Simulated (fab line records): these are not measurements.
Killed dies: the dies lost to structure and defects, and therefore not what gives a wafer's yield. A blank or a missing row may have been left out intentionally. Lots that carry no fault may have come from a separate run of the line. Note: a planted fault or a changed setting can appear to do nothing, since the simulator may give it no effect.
fab line records ; flow sky130
record: lots: 12; wafers: 36; lastDay: 50
route steps=708 shown LDD_P@261 LI_CONTACT@378 METAL1@436
lots untouched by any fault: they come from a run of this same line in which no faults occurred
startH: the number of hours between the record's first day and the start of the first shown wafer of the lot ; waitH: time in hours since the lot's previous step ; " repeats the value in the row above ; L1.1+2: one row covering several wafers at once ; - value missing, or start not given ; * or withheld: withheld ; < > ~ a bound
route shown NAME@n: NAME is a module with steps in the file, n the number in the route of the first one ; usual: mean/standard deviation of fault-free wafers ; same: alike in all rows ; chamber/n: place in a boat ; sites: readings site by site ; _std_site: standard deviation of those values ; _edge_site: the outer-site mean with the inner-site mean subtracted ; radiusMm: how far each site lies from the wafer's centre ; mask NAME#n: copy n ; behind: tool/chamber where the wafer was last shaped ; hold: cause of the lot's hold/its duration in hours/its outcome ; device: the n, p or np transistor that did not switch ; end of line: tests run on the same wafers once the route is complete ; a step without rows: its recipe alone ; killed: the dies lost at the first sort to structure and to defects; this is not the yield of the wafer ; map: per-die view of a wafer (x killed, . not killed, _ where there is no die)
set.NAME: the setting that was run; set.NAME@STEP: the one run at that earlier step ; model.NAME: the simulator's own value behind a step, which no gauge read
steps of the route over a sample of lots; a table a step, a row a wafer
services: the hour from which a tool's chamber was out of use, counted from the record's first day as startH (under 0 if before that day), plus the number of hours and why
== steps ==
step: SKY_LDD_P_DEVELOP_06
recipe: resist: NOVOLAK; developer: TMAH; developTimeS: 60; devTempC: 23
usual: resistLineTempC: 23.00/0.1
lot.wafer;tool;chamber;startH;waitH;resistLineTempC
L166.2;lithoTrack-03;0;455.84;0.1;23.18
L166.5;lithoTrack-03;0;455.84;0.1;22.93
L166.6;lithoTrack-03;0;455.84;0.1;23.16
L168.2;lithoTrack-04;0;475.22;0.1;23.17
L168.3;lithoTrack-04;0;475.22;0.1;23.21
L168.5;lithoTrack-04;0;475.22;0.1;23.07
L170.2;lithoTrack-04;0;482.27;0.1;22.94
L170.3;lithoTrack-04;0;482.27;0.1;22.94
L170.4;lithoTrack-04;0;482.27;0.1;22.80
L172.3;lithoTrack-03;0;500.02;0.1;22.98
L172.4;lithoTrack-03;0;500.02;0.1;22.95
L172.6;lithoTrack-03;0;500.02;0.1;23.03
L173.1;lithoTrack-04;0;509.20;0.1;22.96
L173.2;lithoTrack-04;0;509.20;0.1;22.85
L173.5;lithoTrack-04;0;509.20;0.1;22.80
L175.2;lithoTrack-02;0;524.57;0.1;22.99
L175.4;lithoTrack-02;0;524.57;0.1;23.13
L175.6;lithoTrack-02;0;524.57;0.1;22.99
L176.2;lithoTrack-04;0;529.02;0.1;23.05
L176.3;lithoTrack-04;0;529.02;0.1;22.96
L176.6;lithoTrack-04;0;529.02;0.1;23.11
L177.2;lithoTrack-02;0;541.87;0.1;23.04
L177.4;lithoTrack-02;0;541.87;0.1;22.96
L177.6;lithoTrack-02;0;541.87;0.1;22.95
L183.1;lithoTrack-04;0;598.75;0.1;22.88
L183.3;lithoTrack-04;0;598.75;0.1;22.98
L183.4;lithoTrack-04;0;598.75;0.1;23.07
L182.1;lithoTrack-03;0;603.32;0.1;23.05
L182.2;lithoTrack-03;0;603.32;0.1;22.97
L182.4;lithoTrack-03;0;603.32;0.1;22.97
L184.1;lithoTrack-02;0;609.39;0.1;23.06
L184.3;lithoTrack-02;0;609.39;0.1;22.93
L184.6;lithoTrack-02;0;609.39;0.1;22.98
L187.1;lithoTrack-04;0;632.35;0.1;22.85
L187.2;lithoTrack-04;0;632.35;0.1;23.05
L187.5;lithoTrack-04;0;632.35;0.1;23.07
step: SKY_LDD_P_CD_MEAS_07
recipe: targetCdNm: 380
usual: cdNm: 379.7/2.3
lot.wafer;tool;chamber;startH;waitH;cdNm
L166.2;cdSem-01;-;455.99;0.1;383.4
L166.5;cdSem-01;-;455.99;0.1;381.5
L166.6;cdSem-01;-;455.99;0.1;381.4
L168.2;cdSem-02;-;475.37;0.1;383.1
L168.3;cdSem-02;-;475.37;0.1;375.9
L168.5;cdSem-02;-;475.37;0.1;379.4
L170.2;cdSem-02;-;482.42;0.1;378.2
L170.3;cdSem-02;-;482.42;0.1;382.7
L170.4;cdSem-02;-;482.42;0.1;381.6
L172.3;cdSem-01;-;500.16;0.1;383.5
L172.4;cdSem-01;-;500.16;0.1;381.9
L172.6;cdSem-01;-;500.16;0.1;383.3
L173.1;cdSem-02;-;509.35;0.1;298.8
L173.2;cdSem-02;-;509.35;0.1;300.7
L173.5;cdSem-02;-;509.35;0.1;300.0
L175.2;cdSem-01;-;524.71;0.1;380.6
L175.4;cdSem-01;-;524.71;0.1;383.1
L175.6;cdSem-01;-;524.71;0.1;380.4
L176.2;cdSem-01;-;529.17;0.1;313.2
L176.3;cdSem-01;-;529.17;0.1;315.2
L176.6;cdSem-01;-;529.17;0.1;315.9
L177.2;cdSem-02;-;542.01;0.1;382.6
L177.4;cdSem-02;-;542.01;0.1;380.1
L177.6;cdSem-02;-;542.01;0.1;379.4
L183.1;cdSem-01;-;598.90;0.1;381.9
L183.3;cdSem-01;-;598.90;0.1;378.4
L183.4;cdSem-01;-;598.90;0.1;377.6
L182.1;cdSem-01;-;603.47;0.1;380.7
L182.2;cdSem-01;-;603.47;0.1;381.4
L182.4;cdSem-01;-;603.47;0.1;378.6
L184.1;cdSem-01;-;609.54;0.1;375.1
L184.3;cdSem-01;-;609.54;0.1;377.2
L184.6;cdSem-01;-;609.54;0.1;376.9
L187.1;cdSem-01;-;632.50;0.1;375.8
L187.2;cdSem-01;-;632.50;0.1;378.3
L187.5;cdSem-01;-;632.50;0.1;376.9
step: SKY_LI_CONTACT_STRIP_16
recipe: chemistry: O2/N2; powerW: 1400; pressureMtorr: 1500; platenTempC: withheld; o2FlowSccm: 3000; n2FlowSccm: 300; overashFraction: 0.5
usual: drypumpMotorCurrentA: 5.5/0.46; oesProductAu: 0.378/0.0046; stripTimeToEndpointS: 3.55/0.049
lot.wafer;tool;chamber;startH;waitH;drypumpMotorCurrentA;oesProductAu;rfHoursCounterH;stripTimeToEndpointS
L166.2;plasmaAsher-03;1;695.82;-;5.0;0.380;104;3.56
L166.5;plasmaAsher-03;0;695.82;-;6.0;0.376;-;3.64
L166.6;plasmaAsher-03;1;695.82;-;5.0;0.374;-;3.56
L168.2;plasmaAsher-01;0;713.78;-;4.9;0.376;28;3.53
L168.3;plasmaAsher-01;0;713.78;-;4.9;0.379;-;3.55
L168.5;plasmaAsher-01;0;713.78;-;4.9;0.381;-;3.61
L170.2;plasmaAsher-03;0;719.37;-;6.0;0.378;107;3.49
L170.3;plasmaAsher-03;0;719.37;-;6.0;0.382;-;3.58
L170.4;plasmaAsher-03;1;719.37;-;5.0;0.380;-;3.54
L172.3;plasmaAsher-02;0;734.43;-;6.0;0.373;-;3.61
L172.4;plasmaAsher-02;1;734.43;-;5.4;0.381;-;3.51
L172.6;plasmaAsher-02;0;734.43;-;6.0;0.379;-;3.60
L173.1;plasmaAsher-02;1;747.42;-;5.4;0.381;93;3.58
L173.2;plasmaAsher-02;0;747.42;-;6.0;0.384;93;3.56
L173.5;plasmaAsher-02;0;747.42;-;6.0;0.380;-;3.51
L175.2;plasmaAsher-01;0;759.32;-;4.9;0.372;32;3.50
L175.4;plasmaAsher-01;0;759.32;-;4.9;0.375;-;3.60
L175.6;plasmaAsher-01;0;759.32;-;4.9;0.381;-;3.57
L176.2;plasmaAsher-03;0;763.52;-;6.0;0.381;2;3.49
L176.3;plasmaAsher-03;0;763.52;-;6.0;0.379;-;3.54
L176.6;plasmaAsher-03;0;763.52;-;6.0;0.378;-;3.46
L177.2;plasmaAsher-02;0;786.23;-;6.0;0.380;97;3.52
L177.4;plasmaAsher-02;1;786.23;-;5.4;0.378;-;3.59
L177.6;plasmaAsher-02;0;786.23;-;6.0;0.382;-;3.59
L183.1;plasmaAsher-02;1;824.81;-;5.4;0.373;101;3.48
L183.3;plasmaAsher-02;1;824.81;-;5.4;0.379;-;3.54
L183.4;plasmaAsher-02;0;824.81;-;6.0;0.374;-;3.45
L182.1;plasmaAsher-03;0;830.47;-;6.0;0.371;8;3.47
L182.2;plasmaAsher-03;1;830.47;-;5.0;0.378;8;3.52
L182.4;plasmaAsher-03;0;830.47;-;6.0;0.371;-;3.60
L184.1;plasmaAsher-03;0;834.80;-;6.0;0.373;9;3.57
L184.3;plasmaAsher-03;0;834.80;-;6.0;0.380;-;3.57
L184.6;plasmaAsher-03;0;834.80;-;6.0;0.376;-;3.60
L187.1;plasmaAsher-03;1;857.78;-;5.0;0.378;12;3.51
L187.2;plasmaAsher-03;0;857.78;-;6.0;0.383;12;3.60
L187.5;plasmaAsher-03;1;857.78;-;5.0;0.372;-;3.57
step: SKY_METAL1_SPUTTER_02
recipe: material: AlCu; targetThkNm: 250; powerW: 10600; timeS: 13.3; chamberPressurePa: 0.4
usual: throttleValvePct: 30.2/0.94
lot.wafer;tool;chamber;startH;waitH;throttleValvePct
L166.2;pvdSputter-02;-;756.55;0.0;30.9
L166.5;pvdSputter-02;-;756.55;0.0;30.9
L166.6;pvdSputter-02;-;756.55;0.0;31.8
L168.2;pvdSputter-01;-;774.11;0.0;29.1
L168.3;pvdSputter-01;-;774.11;0.0;29.1
L168.5;pvdSputter-01;-;774.11;0.0;29.2
L170.2;pvdSputter-04;-;778.75;0.0;30.4
L170.3;pvdSputter-04;-;778.75;0.0;30.9
L170.4;pvdSputter-04;-;778.75;0.0;30.5
L172.3;pvdSputter-02;-;793.18;0.0;29.8
L172.4;pvdSputter-02;-;793.18;0.0;29.8
L172.6;pvdSputter-02;-;793.18;0.0;31.9
L173.1;pvdSputter-04;-;804.97;0.0;30.9
L173.2;pvdSputter-04;-;804.97;0.0;30.9
L173.5;pvdSputter-04;-;804.97;0.0;30.5
L175.2;pvdSputter-02;-;816.10;0.0;31.8
L175.4;pvdSputter-02;-;816.10;0.0;30.5
L175.6;pvdSputter-02;-;816.10;0.0;30.0
L176.2;pvdSputter-01;-;820.61;0.0;31.3
L176.3;pvdSputter-01;-;820.61;0.0;29.0
L176.6;pvdSputter-01;-;820.61;0.0;31.0
L177.2;pvdSputter-01;-;843.23;0.0;29.0
L177.4;pvdSputter-01;-;843.23;0.0;29.1
L177.6;pvdSputter-01;-;843.23;0.0;29.4
L183.1;pvdSputter-02;-;881.25;0.0;31.8
L183.3;pvdSputter-02;-;881.25;0.0;31.0
L183.4;pvdSputter-02;-;881.25;0.0;28.2
L182.1;pvdSputter-02;-;885.84;0.0;28.5
L182.2;pvdSputter-02;-;885.84;0.0;31.2
L182.4;pvdSputter-02;-;885.84;0.0;31.6
L184.1;pvdSputter-04;-;890.77;0.0;30.8
L184.3;pvdSputter-04;-;890.77;0.0;31.0
L184.6;pvdSputter-04;-;890.77;0.0;29.8
L187.1;pvdSputter-04;-;913.06;0.0;30.3
L187.2;pvdSputter-04;-;913.06;0.0;31.1
L187.5;pvdSputter-04;-;913.06;0.0;30.8
step: SKY_METAL1_DESCUM_17
recipe: chemistry: O2; sourcePowerW: 150; biasPowerW: 0; pressureMtorr: 10; tempC: 40; timeS: 8
usual: drypumpMotorCurrentA: 5.7/0.46; oesProductAu: 0.996/0.013
same: biasPowerW: 0
lot.wafer;tool;chamber;startH;waitH;drypumpMotorCurrentA;oesProductAu;rfHoursCounterH
L166.2;rieMetal-02;1;783.06;0.0;6.0;1.016;6
L166.5;rieMetal-02;0;783.06;0.0;5.9;0.985;-
L166.6;rieMetal-02;1;783.06;0.0;6.0;0.999;-
L168.2;rieMetal-02;1;801.10;0.0;6.0;1.003;7
L168.3;rieMetal-02;1;801.10;0.0;6.0;1.007;-
L168.5;rieMetal-02;1;801.10;0.0;6.0;1.002;-
L170.2;rieMetal-01;1;806.01;0.0;5.4;0.996;5
L170.3;rieMetal-01;1;806.01;0.0;5.5;1.001;-
L170.4;rieMetal-01;0;806.01;0.0;6.0;1.003;-
L172.3;rieMetal-04;1;820.06;0.0;6.0;0.996;-
L172.4;rieMetal-04;0;820.06;0.0;4.8;0.977;-
L172.6;rieMetal-04;0;820.06;0.0;4.8;0.982;-
L173.1;rieMetal-04;1;831.96;0.0;6.1;0.991;8
L173.2;rieMetal-04;0;831.96;0.0;4.8;0.967;4
L173.5;rieMetal-04;0;831.96;0.0;4.8;0.985;-
L175.2;rieMetal-04;0;842.81;0.0;4.8;0.976;4
L175.4;rieMetal-04;0;842.81;0.0;4.8;0.975;-
L175.6;rieMetal-04;0;842.81;0.0;4.9;0.978;-
L176.2;rieMetal-04;1;846.55;0.0;6.1;1.017;9
L176.3;rieMetal-04;1;846.55;0.0;6.1;1.004;-
L176.6;rieMetal-04;1;846.55;0.0;6.0;1.009;-
L177.2;rieMetal-04;1;869.90;0.0;6.0;1.015;10
L177.4;rieMetal-04;0;869.90;0.0;4.8;0.969;-
L177.6;rieMetal-04;0;869.90;0.0;4.8;0.966;-
L183.1;rieMetal-02;1;907.01;0.0;6.0;1.014;10
L183.3;rieMetal-02;1;907.01;0.0;6.0;1.022;-
L183.4;rieMetal-02;0;907.01;0.0;6.0;0.998;-
L182.1;rieMetal-04;1;910.76;0.0;6.0;1.012;11
L182.2;rieMetal-04;0;910.76;0.0;4.8;0.986;7
L182.4;rieMetal-04;1;910.76;0.0;6.0;1.021;-
L184.1;rieMetal-01;1;916.01;0.0;5.5;0.993;9
L184.3;rieMetal-01;1;916.01;0.0;5.5;0.984;-
L184.6;rieMetal-01;1;916.01;0.0;5.5;1.005;-
L187.1;rieMetal-04;1;938.26;0.0;6.1;0.992;12
L187.2;rieMetal-04;0;938.26;0.0;4.8;0.981;8
L187.5;rieMetal-04;0;938.26;0.0;4.8;0.975;-
== services ==
tool;chamber;startH;hours;kind
pvdSputter-04;-;438.16;2.5;repair
rieMetal-02;-;447.94;0.2;repair
plasmaAsher-03;-;455.57;0.7;repair
pvdSputter-02;-;458.11;3.8;repair
rieMetal-04;0;498.44;68.4;repair
pvdSputter-04;-;498.48;5.5;repair
rieMetal-02;-;508.16;14.6;pm
rieMetal-02;-;526.80;0.6;repair
rieMetal-02;-;532.54;0.7;repair
plasmaAsher-03;-;568.71;1.1;repair
plasmaAsher-03;-;570.49;1.9;repair
rieMetal-02;-;571.45;0.4;repair
plasmaAsher-03;-;681.42;1.1;repair
plasmaAsher-02;-;696.93;8.1;repair
plasmaAsher-03;-;733.75;9.0;pm
pvdSputter-04;-;756.07;1.8;repair
pvdSputter-01;-;756.08;4.4;repair
pvdSputter-04;-;772.84;2.1;repair
rieMetal-02;0;803.14;7.4;repair
plasmaAsher-02;-;815.24;0.8;repair
plasmaAsher-02;-;829.63;14.6;pm
plasmaAsher-03;-;871.07;14.6;pm
pvdSputter-02;-;908.84;7.0;repair
rieMetal-04;-;917.49;14.6;pm
== key ==
firstSign: step: SKY_LDD_P_CD_MEAS_07; reading: cdNm; direction: down; sigmas: 32; usual: 379.7; struck: 307.3; through: controlLoop
effect none on later readings
metAt SKY_LDD_P_DEVELOP_06
struckLots L173,L176
testerLeftOut L173,L176
loopTrim: step: SKY_LDD_P_EXPOSE_04; setting: dose; lots: L176
notActingAt SKY_LI_CONTACT_STRIP_16,SKY_METAL1_SPUTTER_02,SKY_METAL1_DESCUM_17
onsetBetween 482.27 509.20
fault: kind: processParameterDrift; tool: lithoTrack-04; chamber: -; onsetH: 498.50; steps: SKY_LDD_P_DEVELOP_06; channel: developTimeS; offset: *; shape: step; endH: 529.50; actsIn: *; stated: *
testerLeftOut: of these lots the tester's yield and bins aren't shown, on N5 and GAA mostly nor the transistor test; their killed dies are dies lost to structure and defects alone, not to doping, threshold or leakage, so they don't give the yield
loopTrim: a control loop set the setting to another value than it would have without faults
